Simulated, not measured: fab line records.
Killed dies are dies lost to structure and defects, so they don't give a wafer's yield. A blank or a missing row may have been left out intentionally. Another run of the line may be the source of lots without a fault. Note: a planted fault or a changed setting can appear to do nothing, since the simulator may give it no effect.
The tool behind it: which one?	flow sky130	12 lots, 36 wafers sampled, at 2 steps of a route of 708

WHAT EACH GAUGE READ, for each wafer
SKY_LDD_HVP_TW_MEAS_10. Usual: LDD_HVP_TW 456, standard deviation 3.8.
lot	measured	on	LDD_HVP_TW	flag
L480	day 21 11:17	film-metro-03	461 459 462	
L481	day 21 20:16	film-metro-02	452 447 452	
L482	day 22 08:43	film-metro-02	448 449 452	
L483	day 22 14:25	film-metro-01	455 453 451	
L484	day 23 10:50	film-metro-02	455 451 452	
L486	day 23 15:34	film-metro-03	461 457 460	
L494	day 27 10:28	film-metro-03	456 454 456	
L496	day 27 15:37	film-metro-03	458 456 456	
L498	day 28 07:54	film-metro-03	460 457 459	
L497	day 28 12:33	film-metro-03	458 458 458	
L501	day 29 07:07	film-metro-02	448 450 449	
L502	day 29 11:59	film-metro-03	459 458 460	

SKY_POLY_CUT_CD_MEAS_08: target cd 270 nm. Usual: cd-nm reads 270.2 nm (standard deviation 1.3).
lot	measured	on	cd-nm (nm)	flag
L480	day 24 01:35	cd-sem-01	271.9 271.5 271.0	
L481	day 24 11:32	cd-sem-02	269.1 268.9 269.2	
L482	day 24 22:59	cd-sem-02	270.6 270.3 270.9	
L483	day 25 04:26	cd-sem-02	269.3 270.7 270.2	
L484	day 25 23:13	cd-sem-02	268.2 270.3 271.0	
L486	day 26 04:47	cd-sem-02	270.5 271.6 271.1	
L494	day 29 21:11	cd-sem-02	270.7 272.3 272.3	
L496	day 30 01:41	cd-sem-02	270.1 270.2 270.8	
L498	day 30 17:56	cd-sem-02	267.0 268.2 269.3	
L497	day 30 22:01	cd-sem-01	269.6 270.9 269.8	
L501	day 31 15:23	cd-sem-01	268.9 269.1 266.9	
L502	day 31 21:28	cd-sem-02	271.7 272.0 272.5	

WHAT TOOL EACH LOT RAN ON (gives the tool, then ch and the chambers of the sampled wafers, and finally the start)
There is no process step in the record ahead of these readings.

WHAT THE TOOLS THEMSELVES READ (means of the sampled wafers that have a number; where no wafer has one, the mark that the record gives instead)
The record holds no such reading with a usual standard deviation.

THE ANSWER, worked out from the rows above alone
Rule: lot off if the mean of its wafers having a number is beyond 3 standard deviations from the usual mean. Also off: a lot with no number at a reading for which 4 or more lots have one. The other lots that the step has rows for count as sound. After the gauges, taken in route order, come the tools' own readings; for these a lot's mean is taken, as printed above. The first step at which some lot is off is used, and at that step the reading that is off furthest; a lot without a number counts as furthest.
Nothing can be told from this: no lot is off at any reading shown.

WHAT THE SIMULATOR HAD INSERTED
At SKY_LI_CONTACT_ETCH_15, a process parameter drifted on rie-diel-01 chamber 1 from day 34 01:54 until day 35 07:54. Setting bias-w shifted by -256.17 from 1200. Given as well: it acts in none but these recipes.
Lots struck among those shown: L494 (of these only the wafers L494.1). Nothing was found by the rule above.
